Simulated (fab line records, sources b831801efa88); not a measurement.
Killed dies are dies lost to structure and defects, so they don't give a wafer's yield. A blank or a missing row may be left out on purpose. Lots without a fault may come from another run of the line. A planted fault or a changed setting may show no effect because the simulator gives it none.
Which tool did it? | flow sky130 | 10 lots, 30 wafers sampled, at 6 steps of a route of 708

WHAT THE GAUGES READ, wafer by wafer
SKY_METAL3_OVL_MEAS_14. Usual: METAL3_OVL 1 nm, standard deviation 5.3.
lot  | measured     | on         | METAL3_OVL (nm) | flag
L865 | day 38 15:14 | overlay-02 | -5 -4 -6        |
L866 | day 39 03:50 | overlay-01 | 6 3 7           |
L869 | day 39 23:20 | overlay-01 | 1 -7 1          |
L868 | day 40 04:38 | overlay-01 | 8 -3 9          |
L876 | day 42 09:32 | overlay-02 | 4 5 5           |
L880 | day 42 23:05 | overlay-02 | -10 0 -3        |
L881 | day 43 00:02 | overlay-02 | -2 5 2          |
L882 | day 43 11:56 | overlay-01 | 8 -1 7          |
L884 | day 43 21:29 | overlay-02 | -9 -2 1         |
L885 | day 44 04:15 | overlay-02 | -2 -3 -8        |

SKY_VIA3_RS_MEAS_22: measures by four-point-probe. Usual: VIA3_W_RS 0.2923 ohm/sq, standard deviation 0.0025.
lot  | measured     | on            | VIA3_W_RS (ohm/sq)   | flag
L865 | day 39 18:06 | film_metro-03 | 0.2895 0.2912 0.2892 |
L866 | day 40 06:41 | film_metro-04 | 0.2921 0.2933 0.2932 |
L869 | day 41 02:08 | film_metro-02 | 0.2913 0.2875 0.2920 |
L868 | day 41 06:57 | film_metro-03 | 0.2909 0.2873 0.2924 |
L876 | day 43 11:52 | film_metro-03 | 0.2892 0.2925 0.2895 |
L880 | day 44 00:56 | film_metro-02 | 0.4538 0.4609 0.4491 | OFF
L881 | day 44 01:51 | film_metro-04 | 0.4463 0.4439 0.4509 | OFF
L882 | day 44 12:28 | film_metro-04 | 0.2927 0.2901 0.2916 |
L884 | day 44 21:59 | film_metro-02 | 0.2938 0.2920 0.2912 |
L885 | day 45 05:09 | film_metro-02 | 0.2955 0.2954 0.2944 |

SKY_VIA3_THK_MEAS_23: measures by xrf. Usual: VIA3_W_THK 405 nm, standard deviation 7.
lot  | measured     | on            | VIA3_W_THK (nm) | flag
L865 | day 39 18:11 | film_metro-03 | 409 403 407     |
L866 | day 40 06:49 | film_metro-04 | 406 407 408     |
L869 | day 41 02:14 | film_metro-02 | 400 408 403     |
L868 | day 41 07:04 | film_metro-03 | 408 416 408     |
L876 | day 43 11:59 | film_metro-03 | 411 405 408     |
L880 | day 44 01:03 | film_metro-02 | 258 254 260     | OFF
L881 | day 44 01:58 | film_metro-04 | 266 269 264     | OFF
L882 | day 44 12:34 | film_metro-04 | 409 412 411     |
L884 | day 44 22:07 | film_metro-02 | 400 403 403     |
L885 | day 45 05:15 | film_metro-02 | 395 392 396     |

WHICH TOOL RAN EACH LOT (tool, then ch and the chambers of the sampled wafers, then the start)
lot  | SKY_METAL3_SPUTTER_02        | SKY_VIA3_CMP_02               | SKY_VIA3_CVD_21
L865 | pvd_sputter-04, day 36 10:59 | cmp-01 ch 1,2, day 38 16:28   | cvd_w-02 ch 0,1, day 39 17:58
L866 | pvd_sputter-01, day 36 23:56 | cmp-01 ch 0,2,3, day 39 05:10 | cvd_w-01 ch 0,1, day 40 06:34
L869 | pvd_sputter-04, day 37 20:50 | cmp-02 ch 0,1,3, day 40 00:50 | cvd_w-01 ch 0,1, day 41 02:00
L868 | pvd_sputter-01, day 38 02:04 | cmp-01 ch 1,2,3, day 40 06:00 | cvd_w-02 ch 0,1, day 41 06:49
L876 | pvd_sputter-01, day 40 10:18 | cmp-01 ch 0,2, day 42 11:25   | cvd_w-01 ch 0,1, day 43 11:44
L880 | pvd_sputter-04, day 40 23:41 | cmp-01 ch 0,1,3, day 43 00:37 | cvd_w-02 ch 0,1, day 44 00:48
L881 | pvd_sputter-01, day 41 01:04 | cmp-01 ch 1,2, day 43 01:24   | cvd_w-02 ch 0,1, day 44 01:44
L882 | pvd_sputter-04, day 41 13:38 | cmp-02 ch 1,3, day 43 13:22   | cvd_w-01 ch 0,1, day 44 12:19
L884 | pvd_sputter-01, day 41 23:14 | cmp-01 ch 2,3, day 43 22:47   | cvd_w-01 ch 0,1, day 44 21:52
L885 | pvd_sputter-02, day 42 05:20 | cmp-02 ch 0,1, day 44 05:43   | cvd_w-01 ch 0,1, day 45 05:02
- SKY_METAL3_SPUTTER_02: material AlCu, target thk 735 nm, time 39.1 s.
- SKY_VIA3_CMP_02: polishes SiO2.
- SKY_VIA3_CVD_21: deposits W, target thk 390 nm, time 117.31 s.

WHAT THE TOOLS THEMSELVES READ (means of the sampled wafers that have a number; where no wafer has one, the mark that the record gives instead)
SKY_METAL3_SPUTTER_02. Usual: throttle_valve_pct 30.4 %, standard deviation 1.1.
lot  | tool           | throttle_valve_pct (%) | flag
L865 | pvd_sputter-04 | 30.5                   |
L866 | pvd_sputter-01 | 29.5                   |
L869 | pvd_sputter-04 | 31.4                   |
L868 | pvd_sputter-01 | 29.8                   |
L876 | pvd_sputter-01 | 29.6                   |
L880 | pvd_sputter-04 | 32.0                   |
L881 | pvd_sputter-01 | 30.2                   |
L882 | pvd_sputter-04 | 31.4                   |
L884 | pvd_sputter-01 | 29.8                   |
L885 | pvd_sputter-02 | 31.3                   |

SKY_VIA3_CMP_02. Usual: edge_zone_pressure_frac 1.001, standard deviation 0.005; motor_current_A 11.9 A, standard deviation 1; platen_rpm 60.00 rpm, standard deviation 0.042; slurry_filter_dp_kPa 13.52 kPa, standard deviation 0.13.
lot  | tool   | edge_zone_pressure_frac | motor_current_A (A) | platen_rpm (rpm) | slurry_filter_dp_kPa (kPa) | flag
L865 | cmp-01 | 0.999                   | 12.1                | 60.01            | 13.53                      |
L866 | cmp-01 | 0.998                   | 12.2                | 60.03            | 13.58                      |
L869 | cmp-02 | 0.998                   | 11.9                | 59.98            | 13.65                      |
L868 | cmp-01 | 1.003                   | 12.7                | 60.01            | 13.64                      |
L876 | cmp-01 | 0.997                   | 12.4                | 59.94            | 13.44                      |
L880 | cmp-01 | 1.004                   | 12.2                | 59.97            | 13.54                      |
L881 | cmp-01 | 1.001                   | 12.8                | 60.06            | 13.62                      |
L882 | cmp-02 | 1.002                   | 11.9                | 60.02            | 13.57                      |
L884 | cmp-01 | 0.995                   | 12.2                | 59.97            | 13.50                      |
L885 | cmp-02 | 1.004                   | 12.3                | 60.05            | 13.48                      |

SKY_VIA3_CVD_21. Usual: heater_power_w 909 W, standard deviation 46.
lot  | tool     | heater_power_w (W) | flag
L865 | cvd_w-02 | 841                |
L866 | cvd_w-01 | 938                |
L869 | cvd_w-01 | 922                |
L868 | cvd_w-02 | 846                |
L876 | cvd_w-01 | 922                |
L880 | cvd_w-02 | 883                |
L881 | cvd_w-02 | 866                |
L882 | cvd_w-01 | 923                |
L884 | cvd_w-01 | 920                |
L885 | cvd_w-01 | 949                |

THE ANSWER, worked out from the rows above alone
Rule: a lot is off if the mean of its wafers that have a number lies more than 3 standard deviations from the usual mean. A lot without any number at a reading at which 4 lots or more have one is off too. The other lots that the step has rows for count as sound. The gauges are gone through in route order, then the tools' own readings, and for those a lot's mean is taken as printed above. The first step at which some lot is off is used, and at that step the reading that is off furthest; a lot without a number counts as furthest.
Off: L880, L881, at SKY_VIA3_RS_MEAS_22 (VIA3_W_RS).
A tool fits if, at a process step before that reading, it ran every lot that is off, and no sound lot after the first of them. The gauges at SKY_VIA3_RS_MEAS_22 are tried like those tools. One fits: cvd_w-02 at SKY_VIA3_CVD_21. Its last sound lot is L868 (day 41 06:49), its first lot that is off L880 (day 44 00:48): a fault that began between those two fits.

WHAT THE SIMULATOR HAD PUT IN
Process parameter drift: cvd_w-02, from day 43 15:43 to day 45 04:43, at SKY_VIA3_CVD_21. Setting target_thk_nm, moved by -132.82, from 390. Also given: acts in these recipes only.
Lots struck among those shown: L880, L881. The rule above found the same.
